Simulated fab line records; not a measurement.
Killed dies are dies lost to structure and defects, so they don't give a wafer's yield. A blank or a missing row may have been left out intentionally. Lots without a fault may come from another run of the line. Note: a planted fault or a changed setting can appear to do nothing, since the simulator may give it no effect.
Tool commonality check ; flow gf180mcu ; 15 lots and 54 wafers in the sample

== REASON FOR OPENING ==
Of 15 lots, 3 have the reading CONTACT_OVL flagged at GF_CONTACT_OVL_MEAS_15. Wafers without a fault read -2 nm, standard deviation 5.1.
Rule: a lot gets a flag if all its wafers with a number sit over 4 standard deviations from that mean, or if no wafer of it has a number. The rest of the lots are taken to be sound.

lot;measured;on;CONTACT_OVL (nm), wafer by wafer;flag
L905;day 16 11:19;overlay-02;-2 1 2;
L906;day 16 20:06;overlay-01;1 -11 0;
L908;day 17 07:06;overlay-01;-2 -5 6;
L907;day 17 08:38;overlay-02;-8 -7 -6;
L909;day 17 19:24;overlay-02;0 7 0;
L910;day 18 07:07;overlay-01;0 1 1;
L911;day 18 12:06;overlay-01;-4 -1 -1;
L912;day 18 12:46;overlay-01;-10 -9 -9;
L914;day 19 08:51;overlay-02;-4 1 0;
L915;day 19 19:16;overlay-01;-10 -3 -11;
L916;day 20 08:19;overlay-02;-5 -3 -7;
L920;day 21 13:47;overlay-02;46 31 41 51 32 47;FLAGGED
L921;day 21 20:35;overlay-02;43 35 36 48 36 43;FLAGGED
L923;day 22 09:21;overlay-01;35 36 37 37 42 42;FLAGGED
L927;day 23 17:48;overlay-02;-8 -12 -7;
On average the flagged lots' numbers are 40 nm, which is +42 nm against the usual, or +8 standard deviations.

== WHICH TOOL EACH LOT WENT THROUGH ==
The record keeps 1 process step preceding the reading, out of 602 steps on the route. Each cell gives the tool, then ch followed by the chambers the sampled wafers passed through, then the start.
lot;flag;GF_CONTACT_EXPOSE_11
L905;;krfScanner-02 ch 0, day 16 00:24
L906;;krfScanner-01 ch 0, day 16 09:16
L908;;krfScanner-02 ch 0, day 16 19:06
L907;;krfScanner-01 ch 0, day 16 20:52
L909;;krfScanner-02 ch 0, day 17 08:22
L910;;krfScanner-02 ch 0, day 17 19:58
L911;;krfScanner-01 ch 0, day 18 00:01
L912;;krfScanner-01 ch 0, day 18 01:10
L914;;krfScanner-02 ch 0, day 18 21:14
L915;;krfScanner-01 ch 0, day 19 07:28
L916;;krfScanner-01 ch 0, day 19 20:20
L920;FLAGGED;krfScanner-02 ch 0, day 21 01:58
L921;FLAGGED;krfScanner-02 ch 0, day 21 08:57
L923;FLAGGED;krfScanner-02 ch 0, day 21 21:46
L927;;krfScanner-01 ch 0, day 23 06:28
These steps, and what they do:
- GF_CONTACT_EXPOSE_11: exposes mask Contact, target cd 220 nm.
- GF_CONTACT_OVL_MEAS_15

== FLAGGED AGAINST TOTAL, ONE TOOL AT A TIME (gauges that did the reading follow at the end) ==
step;tool;lots run;flagged;share of the flagged lots;sound lots run after its first flagged lot
GF_CONTACT_EXPOSE_11;krfScanner-01;7;0;none;-
GF_CONTACT_EXPOSE_11;krfScanner-02;8;3;all;0
GF_CONTACT_OVL_MEAS_15;overlay-01;7;1;some;0
GF_CONTACT_OVL_MEAS_15;overlay-02;8;2;some;1 (L927)

== WHAT THE TABLE ALLOWS ==
1 row of the table ran every flagged lot: krfScanner-02 at GF_CONTACT_EXPOSE_11.
- krfScanner-02 at GF_CONTACT_EXPOSE_11: 3 of its 8 lots flagged. Last sound lot L914 at day 18 21:14, first flagged lot L920 at day 21 01:58; a fault beginning in between fits.
Left over: one tool, krfScanner-02 at GF_CONTACT_EXPOSE_11.

== WHAT HAD BEEN PUT IN BY THE SIMULATOR ==
Scanner matching overlay: krfScanner-02, from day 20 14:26 on, at GF_CONTACT_EXPOSE_11. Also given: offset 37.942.
Shown lots that were struck: L920, L921, L923. The same result came from the rule above.
